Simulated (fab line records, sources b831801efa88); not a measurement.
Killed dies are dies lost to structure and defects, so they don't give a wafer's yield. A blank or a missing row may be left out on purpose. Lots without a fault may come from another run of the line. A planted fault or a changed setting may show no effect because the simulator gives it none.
Split-lot experiment | flow sky130 | 5 lots, 23 wafers read, on a route of 708 steps

THE SPLIT
At SKY_METAL2_SPUTTER_02 (material AlCu, target thk 250 nm, time 13.3 s), the setting time_s was moved away from the recipe's 13.3 s on 9 of the 23 wafers read, by -13.0% to -8.8%. The other wafers ran this setting at the recipe's value.

FROM THE SPLIT TO THE READING: what the file shows between them, 3 steps
- SKY_METAL2_SPUTTER_03: material Ti, target thk 5 nm, time 3.3 s
- SKY_METAL2_SPUTTER_04: material TiN, target thk 70 nm, time 59.23 s
- SKY_METAL2_RS_MEAS_05: measures by four-point-probe

THE READING
METAL2_ALCU_THK, in nm, at SKY_METAL2_THK_MEAS_06 (measures by xrf). Fault-free wafers of this fab line usually give 249.2 nm, standard deviation 2.9 nm.

wafer  | tool, chamber at the split | time_s as run, s | against the recipe | METAL2_ALCU_THK, nm | against lot-mates on the recipe
L076.2 | pvd_sputter-03, -          | 13.3             | recipe             | 248.0               | -
L076.4 | pvd_sputter-03, -          | 13.3             | recipe             | 249.5               | -
L076.5 | pvd_sputter-03, -          | 13.3             | recipe             | 250.7               | -
L077.1 | pvd_sputter-03, -          | 12.13            | -8.8%              | 222.0               | -26.9
L077.2 | pvd_sputter-03, -          | 13.3             | recipe             | 248.0               | -
L077.4 | pvd_sputter-03, -          | 12.13            | -8.8%              | 227.0               | -21.9
L077.5 | pvd_sputter-03, -          | 13.3             | recipe             | 249.8               | -
L077.6 | pvd_sputter-03, -          | 12.13            | -8.8%              | 222.0               | -26.9
L082.1 | pvd_sputter-03, -          | 11.85            | -10.9%             | 217.4               | -31.3
L082.2 | pvd_sputter-03, -          | 11.85            | -10.9%             | 221.7               | -27.0
L082.3 | pvd_sputter-03, -          | 11.85            | -10.9%             | 223.2               | -25.5
L082.4 | pvd_sputter-03, -          | 13.3             | recipe             | 249.4               | -
L082.6 | pvd_sputter-03, -          | 13.3             | recipe             | 248.0               | -
L083.1 | pvd_sputter-03, -          | 13.3             | recipe             | 252.0               | -
L083.2 | pvd_sputter-03, -          | 13.3             | recipe             | 247.8               | -
L083.3 | pvd_sputter-03, -          | 13.3             | recipe             | 249.6               | -
L083.4 | pvd_sputter-03, -          | 13.3             | recipe             | 250.7               | -
L083.6 | pvd_sputter-03, -          | 13.3             | recipe             | 249.9               | -
L084.1 | pvd_sputter-04, -          | 11.57            | -13.0%             | 215.6               | -32.1
L084.2 | pvd_sputter-04, -          | 13.3             | recipe             | 249.5               | -
L084.3 | pvd_sputter-04, -          | 11.57            | -13.0%             | 215.1               | -32.6
L084.5 | pvd_sputter-04, -          | 13.3             | recipe             | 245.8               | -
L084.6 | pvd_sputter-04, -          | 11.57            | -13.0%             | 214.5               | -33.2

THE FIT
A straight line over all 23 wafers: METAL2_ALCU_THK changes by +2.67 nm for each +1% of time_s; r = +0.99; the points scatter about the line by 2 nm.
The same after taking each lot's own level away (the mean of its wafers on the recipe; 23 wafers): +2.59 nm for each +1%; r = +0.99; scatter 1.9 nm.
On that fit, the largest move of time_s shifts the reading by 34 nm.
The lots' own levels span 247.65 to 250.00 nm, that is 0.8 times the standard deviation above.
So the lot-to-lot level changes the slope little: the two slopes agree.
Check: with one of the wafers moved furthest among these (-13.0%) left out of the fit, the line predicts -34.1 nm for it against its lot-mates. It came out at -32.1 nm against them.

OTHER SPLITS ON THESE WAFERS
These wafers also went through other splits before the reading. Each is held against what the fit with the lots' levels taken away leaves over:
other split on the same wafers | wafers away from the commonest value | r with METAL2_ALCU_THK (lot level and that fit taken away)
SKY_VIA1_EXPOSE_09 dose_mj     | 7                                    | -0.30
SKY_VIA1_SPUTTER_20 power_w    | 7                                    | +0.18

THE WHOLE CHAIN: every reading that the file lists as answering this split, in the file's order
step                   | what it does                                  | reading                                                                           | change (the file's fit)              | r (the file's)
SKY_METAL2_SPUTTER_02  | material AlCu, target thk 250 nm, time 13.3 s | AlCu_of_METAL2_SPUTTER_02.thk_nm (the simulator's own value, which no gauge read) | +2.58 nm for each +1% of the setting | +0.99
SKY_METAL2_RS_MEAS_05  | measures by four-point-probe                  | METAL2_ALCU_RS                                                                    | -0.00157 for each +1% of the setting | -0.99
SKY_METAL2_THK_MEAS_06 | measures by xrf                               | METAL2_ALCU_THK                                                                   | +2.6 for each +1% of the setting     | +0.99

THE FILE'S OWN FIT
METAL2_ALCU_THK changes by +2.6 nm for each +1% of time_s, r = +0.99.
